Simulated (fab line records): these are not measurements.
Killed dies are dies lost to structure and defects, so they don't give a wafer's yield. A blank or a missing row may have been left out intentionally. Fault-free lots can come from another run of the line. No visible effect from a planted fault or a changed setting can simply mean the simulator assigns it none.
fab line records	flow sky130
record: lots: 14	wafers: 42	lastDay: 50
route steps=708 shown LDD_N@246 LI_CONTACT@383 CONTACT@430 METAL1@450
lots that met no fault: taken from a fault-free run of the same line
startH: hours from the record's first day to the start of the lot's first wafer shown	waitH: hours from the lot's prior step to this one	" same as the row above	L1.1+2: several wafers, shown together as one row	- no value, or no start given	* or withheld: withheld	< > ~ a bound
route shown NAME@n: a module of which the file shows steps, and the number in the route of the first	usual: mean/standard deviation taken from wafers without a fault	same: alike in all rows	chamber/n: place in a boat	sites: each site's reading	_std_site: their standard deviation	_edge_site: inner sites' mean taken away from outer sites' mean	radiusMm: for every site, how far away it sits from the centre of the wafer	mask NAME#n: copy n	behind: tool/chamber where the wafer was last shaped	hold: why the lot was held/for how many hours/how that ended	device: which transistor (n, p or np) failed to switch	end of line: at the end of the route, the tests of the same wafers	where a step has no rows: the recipe by itself	killed: dies that structure and defects cost at the first sort, which is not the same as the wafer's yield	map: a wafer's dies, marking killed ones x, the rest . and places with no die _
set.NAME: the setting as run; set.NAME@STEP: as run at that earlier step	model.NAME: the simulator's own value behind a step, which no gauge read
steps of the route over a sample of lots; a table a step, a row a wafer
services: when a tool's chamber went out of use (startH, in hours from the record's first day, below 0 if earlier), for how many hours, and the reason
== steps ==
step: SKY_LDD_N_IMPLANT_09
recipe: species: As	energyKev: 20	doseCm2: 7.5e+13	tiltDeg: withheld	rotationDeg: 113
usual: beamEnergyKeV: 19.999/0.0066	beamOnS: 10.00/0.21	doseIonsCm2: 7.499e+13/8.7e+10
lot.wafer	tool	chamber	startH	waitH	beamEnergyKeV	beamOnS	doseIonsCm2
L408.1	implanter-02	0	422.96	0.1	20.003	9.70	7.492e+13
L408.2	"	0	"	"	20.009	10.21	7.498e+13
L408.5	"	0	"	"	20.002	9.84	7.504e+13
L409.2	implanter-02	0	428.64	0.1	19.995	10.15	7.505e+13
L409.3	"	0	"	"	20.001	10.24	7.499e+13
L409.6	"	0	"	"	20.005	10.00	7.497e+13
L410.1	implanter-02	0	441.71	0.1	19.991	10.12	7.495e+13
L410.3	"	0	"	"	19.992	9.98	7.49e+13
L410.4	"	0	"	"	19.991	10.07	7.499e+13
L412.3	implanter-04	-	449.21	0.1	-	-	-
L412.4	"	-	"	"	-	-	-
L412.6	"	-	"	"	-	-	-
L411.3	implanter-04	-	452.41	0.1	-	-	-
L411.4	"	-	"	"	-	-	-
L411.6	"	-	"	"	-	-	-
L415.2	implanter-02	0	490.93	0.1	19.994	9.98	7.499e+13
L415.4	"	0	"	"	20.005	9.83	7.508e+13
L415.5	"	0	"	"	19.999	10.06	7.493e+13
L417.1	implanter-01	0	506.61	0.1	20.000	10.05	7.498e+13
L417.3	"	0	"	"	19.995	9.90	7.506e+13
L417.4	"	0	"	"	19.999	9.75	7.491e+13
L420.1	implanter-04	0	525.61	0.1	20.010	10.01	7.478e+13
L420.3	"	0	"	"	19.999	10.01	7.506e+13
L420.4	"	0	"	"	20.010	10.03	7.507e+13
L423.2	implanter-04	0	547.36	0.2	19.996	9.66	7.519e+13
L423.5	"	0	"	"	20.004	9.93	7.516e+13
L423.6	"	0	"	"	20.003	10.18	7.509e+13
L424.4	implanter-02	0	553.94	0.1	20.005	9.85	7.506e+13
L424.5	"	0	"	"	20.000	9.95	7.49e+13
L424.6	"	0	"	"	19.996	9.87	7.508e+13
L425.1	implanter-04	0	565.66	0.1	20.007	10.28	7.496e+13
L425.4	"	0	"	"	19.995	10.31	7.508e+13
L425.5	"	0	"	"	19.995	10.12	7.494e+13
L426.2	implanter-01	0	574.18	0.1	19.992	9.90	7.509e+13
L426.3	"	0	"	"	19.992	10.05	7.509e+13
L426.5	"	0	"	"	19.991	10.11	7.501e+13
L428.2	implanter-04	0	591.59	0.1	19.995	9.73	7.497e+13
L428.4	"	0	"	"	20.011	10.09	7.504e+13
L428.6	"	0	"	"	19.993	9.93	7.515e+13
L429.2	implanter-02	0	598.09	0.1	19.990	9.98	7.515e+13
L429.4	"	0	"	"	19.988	9.85	7.491e+13
L429.5	"	0	"	"	19.987	10.55	7.501e+13
step: SKY_LDD_N_STRIP_16
recipe: chemistry: O2/N2	powerW: 1400	pressureMtorr: 1500	platenTempC: withheld	o2FlowSccm: 3000	n2FlowSccm: 300	overashFraction: 0.5
usual: drypumpMotorCurrentA: 5.7/0.34	oesProductAu: 0.407/0.0047	stripTimeToEndpointS: 4.323/0.012
lot.wafer	tool	chamber	startH	waitH	drypumpMotorCurrentA	oesProductAu	rfHoursCounterH	stripTimeToEndpointS
L408.1	plasmaAsher-03	1	424.01	0.1	5.8	0.410	63	4.339
L408.2	"	0	"	"	4.9	0.404	63	4.324
L408.5	"	1	"	"	5.8	0.411	-	4.320
L409.2	plasmaAsher-02	1	429.66	0.1	5.8	0.410	32	4.299
L409.3	"	1	"	"	5.8	0.406	-	4.300
L409.6	"	1	"	"	5.8	0.399	-	4.306
L410.1	plasmaAsher-02	0	442.76	0.1	5.7	0.405	33	4.329
L410.3	"	1	"	"	5.8	0.410	-	4.321
L410.4	"	0	"	"	5.7	0.414	-	4.327
L412.3	plasmaAsher-02	1	450.24	0.1	5.8	0.410	-	4.161
L412.4	"	0	"	"	5.7	0.402	-	4.160
L412.6	"	0	"	"	5.7	0.409	-	4.174
L411.3	plasmaAsher-04	0	453.45	0.1	5.8	0.411	-	4.142
L411.4	"	1	"	"	6.0	0.413	-	4.163
L411.6	"	0	"	"	5.8	0.411	-	4.159
L415.2	plasmaAsher-04	0	491.96	0.1	5.8	0.408	6	4.336
L415.4	"	0	"	"	5.8	0.410	-	4.310
L415.5	"	0	"	"	5.8	0.409	-	4.327
L417.1	plasmaAsher-02	1	507.66	0.1	5.8	0.410	40	4.304
L417.3	"	0	"	"	5.7	0.402	-	4.317
L417.4	"	1	"	"	5.8	0.408	-	4.286
L420.1	plasmaAsher-02	0	526.66	0.1	5.7	0.407	42	4.330
L420.3	"	0	"	"	5.7	0.415	-	4.335
L420.4	"	1	"	"	5.8	0.399	-	4.302
L423.2	plasmaAsher-04	0	549.41	0.2	5.8	0.410	13	4.340
L423.5	"	0	"	"	5.7	0.412	-	4.304
L423.6	"	1	"	"	6.0	0.404	-	4.323
L424.4	plasmaAsher-03	0	554.95	0.1	4.9	0.403	-	4.314
L424.5	"	0	"	"	4.9	0.410	-	4.315
L424.6	"	1	"	"	5.8	0.405	-	4.327
L425.1	plasmaAsher-03	0	566.71	0.1	4.9	0.411	73	4.317
L425.4	"	0	"	"	4.9	0.398	-	4.342
L425.5	"	1	"	"	5.8	0.412	-	4.341
L426.2	plasmaAsher-03	1	575.21	0.1	5.8	0.403	74	4.320
L426.3	"	1	"	"	5.8	0.405	-	4.333
L426.5	"	0	"	"	4.9	0.407	-	4.321
L428.2	plasmaAsher-02	0	592.61	0.1	5.7	0.415	49	4.316
L428.4	"	1	"	"	5.8	0.412	-	4.330
L428.6	"	0	"	"	5.7	0.409	-	4.316
L429.2	plasmaAsher-03	1	599.11	0.1	5.8	0.409	77	4.314
L429.4	"	0	"	"	4.9	0.405	-	4.325
L429.5	"	1	"	"	5.8	0.413	-	4.327
step: SKY_LDD_N_TW_MEAS_17
usual: LDD_N_TW: 2605/29
lot.wafer	tool	chamber	startH	waitH	LDD_N_TW
L408.1	filmMetro-02	-	424.11	0.1	2622
L408.2	"	-	"	"	2618
L408.5	"	-	"	"	2621
L409.2	filmMetro-01	-	429.77	0.1	2637
L409.3	"	-	"	"	2648
L409.6	"	-	"	"	2663
L410.1	filmMetro-03	-	442.86	0.1	2573
L410.3	"	-	"	"	2581
L410.4	"	-	"	"	2576
L412.3	filmMetro-02	-	450.33	0.1	2479
L412.4	"	-	"	"	2493
L412.6	"	-	"	"	2489
L411.3	filmMetro-01	-	453.53	0.1	2513
L411.4	"	-	"	"	2511
L411.6	"	-	"	"	2517
L415.2	filmMetro-01	-	492.07	0.1	2630
L415.4	"	-	"	"	2634
L415.5	"	-	"	"	2646
L417.1	filmMetro-02	-	507.76	0.1	2619
L417.3	"	-	"	"	2597
L417.4	"	-	"	"	2623
L420.1	filmMetro-03	-	526.76	0.1	2588
L420.3	"	-	"	"	2579
L420.4	"	-	"	"	2574
L423.2	filmMetro-02	-	549.52	0.1	2625
L423.5	"	-	"	"	2628
L423.6	"	-	"	"	2622
L424.4	filmMetro-02	-	555.04	0.1	2607
L424.5	"	-	"	"	2599
L424.6	"	-	"	"	2604
L425.1	filmMetro-03	-	566.81	0.1	2560
L425.4	"	-	"	"	2567
L425.5	"	-	"	"	2558
L426.2	filmMetro-03	-	575.32	0.1	2572
L426.3	"	-	"	"	2570
L426.5	"	-	"	"	2579
L428.2	filmMetro-03	-	592.72	0.1	2588
L428.4	"	-	"	"	2589
L428.6	"	-	"	"	2588
L429.2	filmMetro-01	-	599.22	0.1	2627
L429.4	"	-	"	"	2640
L429.5	"	-	"	"	2623
step: SKY_LI_CONTACT_CVD_21
recipe: material: W	targetThkNm: 400	timeS: 120.56	tempC: 400	pressureTorr: 40
usual: heaterPowerW: 890/36
lot.wafer	tool	chamber	startH	waitH	heaterPowerW
L408.1	cvdW-02	0	695.44	0.0	936
L408.2	"	1	"	"	897
L408.5	"	0	"	"	938
L409.2	cvdW-02	0	700.14	0.0	920
L409.3	"	0	"	"	911
L409.6	"	0	"	"	951
L410.1	cvdW-02	1	714.19	0.0	840
L410.3	"	0	"	"	930
L410.4	"	1	"	"	870
L415.2	cvdW-02	1	756.11	0.0	884
L415.4	"	1	"	"	881
L415.5	"	0	"	"	956
L417.1	cvdW-01	1	772.18	0.0	869
L417.3	"	1	"	"	865
L417.4	"	0	"	"	848
L420.1	cvdW-01	1	788.39	0.0	897
L420.3	"	1	"	"	875
L420.4	"	0	"	"	868
L423.2	cvdW-02	1	807.64	0.0	864
L423.5	"	0	"	"	932
L423.6	"	1	"	"	890
L424.4	cvdW-02	1	811.85	0.1	867
L424.5	"	0	"	"	943
L424.6	"	1	"	"	879
L425.1	cvdW-01	1	824.64	0.0	916
L425.4	"	1	"	"	866
L425.5	"	0	"	"	881
L426.2	cvdW-01	0	833.24	0.0	862
L426.3	"	1	"	"	870
L426.5	"	1	"	"	867
L428.2	cvdW-02	1	845.68	0.1	862
L428.4	"	1	"	"	900
L428.6	"	1	"	"	871
L429.2	cvdW-02	1	851.39	0.1	852
L429.4	"	1	"	"	875
L429.5	"	1	"	"	875
step: SKY_CONTACT_CVD_24
recipe: material: W	targetThkNm: 340	timeS: 102.12	tempC: 400	pressureTorr: 40
usual: heaterPowerW: 877/28
lot.wafer	tool	chamber	startH	waitH	heaterPowerW
L408.1	cvdW-01	0	753.62	0.0	852
L408.2	"	1	"	"	853
L408.5	"	0	"	"	861
L409.2	cvdW-01	1	759.01	0.0	876
L409.3	"	1	"	"	857
L409.6	"	0	"	"	862
L410.1	cvdW-02	0	772.57	0.0	961
L410.3	"	0	"	"	945
L410.4	"	1	"	"	864
L415.2	cvdW-01	0	812.42	0.0	838
L415.4	"	0	"	"	854
L415.5	"	1	"	"	872
L417.1	cvdW-01	0	828.24	0.0	858
L417.3	"	0	"	"	841
L417.4	"	1	"	"	869
L420.1	cvdW-01	1	844.51	0.0	873
L420.3	"	1	"	"	867
L420.4	"	0	"	"	839
L423.2	cvdW-01	0	863.13	0.0	840
L423.5	"	0	"	"	874
L423.6	"	1	"	"	859
L424.4	cvdW-02	1	867.22	0.1	862
L424.5	"	1	"	"	887
L424.6	"	1	"	"	891
L425.1	cvdW-01	1	879.31	0.0	865
L425.4	"	1	"	"	857
L425.5	"	0	"	"	876
L426.2	cvdW-01	0	888.80	0.0	864
L426.3	"	1	"	"	878
L426.5	"	1	"	"	866
L428.2	cvdW-02	1	899.81	0.0	901
L428.4	"	1	"	"	872
L428.6	"	0	"	"	915
L429.2	cvdW-01	0	904.92	0.0	865
L429.4	"	0	"	"	844
L429.5	"	0	"	"	866
step: SKY_METAL1_OVL_MEAS_16
usual: METAL1_OVL: -5/4.5
lot.wafer	tool	chamber	startH	waitH	METAL1_OVL[nm]
L408.1	overlay-02	-	781.85	0.1	-6
L408.2	"	-	"	"	-4
L408.5	"	-	"	"	-9
L409.2	overlay-02	-	787.10	0.1	-9
L409.3	"	-	"	"	-7
L409.6	"	-	"	"	-4
L410.1	overlay-02	-	800.45	0.1	-2
L410.3	"	-	"	"	-1
L410.4	"	-	"	"	2
L415.2	overlay-01	-	839.07	0.1	2
L415.4	"	-	"	"	-2
L415.5	"	-	"	"	-6
L417.1	overlay-01	-	855.39	0.1	-5
L417.3	"	-	"	"	-4
L417.4	"	-	"	"	-5
L420.1	overlay-02	-	871.50	0.1	-4
L420.3	"	-	"	"	-3
L420.4	"	-	"	"	-8
L423.2	overlay-02	-	889.70	0.1	7
L423.5	"	-	"	"	-1
L423.6	"	-	"	"	2
L424.4	overlay-01	-	894.42	0.1	-2
L424.5	"	-	"	"	-6
L424.6	"	-	"	"	-2
L425.1	overlay-01	-	905.15	0.1	6
L425.4	"	-	"	"	-3
L425.5	"	-	"	"	3
L426.2	overlay-01	-	915.12	0.1	-3
L426.3	"	-	"	"	-8
L426.5	"	-	"	"	-6
L428.2	overlay-02	-	925.67	0.1	-7
L428.4	"	-	"	"	-3
L428.6	"	-	"	"	-5
L429.2	overlay-01	-	930.45	0.1	-8
L429.4	"	-	"	"	-11
L429.5	"	-	"	"	-8
== services ==
tool	chamber	startH	hours	kind
cvdW-02	-	427.09	6.9	pm
implanter-02	-	436.01	2.5	pm
implanter-04	-	468.29	1.6	repair
cvdW-02	0	524.56	11.4	repair
cvdW-02	-	533.34	0.4	repair
plasmaAsher-02	-	567.58	1.8	repair
cvdW-01	0	583.89	7.4	repair
cvdW-01	-	592.41	14.6	pm
cvdW-02	-	604.91	2.0	repair
cvdW-02	1	655.53	13.5	repair
cvdW-01	0	655.68	8.1	repair
implanter-04	-	658.76	4.6	pm
implanter-04	-	668.63	3.4	pm
cvdW-01	-	681.33	2.8	pm
implanter-02	-	690.89	5.2	repair
cvdW-01	0	711.34	8.7	repair
cvdW-01	-	720.14	0.4	repair
cvdW-01	-	750.10	0.7	repair
implanter-04	-	774.73	5.6	repair
implanter-02	-	805.63	2.3	repair
cvdW-01	-	808.44	0.9	repair
cvdW-02	0	845.29	35.8	repair
implanter-02	-	873.03	3.5	repair
cvdW-02	-	904.00	14.0	pm
== key ==
firstSign: step: SKY_LDD_N_IMPLANT_09	reading: toolRecord	direction: missing
effect: step: SKY_LDD_N_STRIP_16	reading: stripTimeToEndpointS	direction: down	sigmas: 13	usual: *	struck: *
effect: step: SKY_LDD_N_TW_MEAS_17	reading: LDD_N_TW	direction: down	sigmas: 3.6	usual: 2605	struck: 2500
metAt SKY_LDD_N_IMPLANT_09
struckLots L411,L412
laterRowsLeftOut L411.3,L411.4,L411.6,L412.3,L412.4,L412.6
sortLeftOut L411.3,L411.4,L411.6,L412.3,L412.4,L412.6
testerLeftOut L411,L412
notActingAt SKY_LI_CONTACT_CVD_21,SKY_CONTACT_CVD_24,SKY_METAL1_OVL_MEAS_16
fault: kind: skippedStepWhole	tool: implanter-04	chamber: -	onsetH: 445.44	steps: SKY_LDD_N_IMPLANT_09	scope: struckLotsOnly
testerLeftOut: of these lots the tester's yield and bins aren't shown, on N5 and GAA mostly nor the transistor test; their killed dies are dies lost to structure and defects alone, not to doping, threshold or leakage, so they don't give the yield
sortLeftOut: the simulated sort isn't trusted on such a fault, so these wafers' sort isn't shown, and their yield isn't known
laterRowsLeftOut: the simulator's readings of these wafers behind a module that went badly wrong aren't trusted and aren't shown, but for the sort
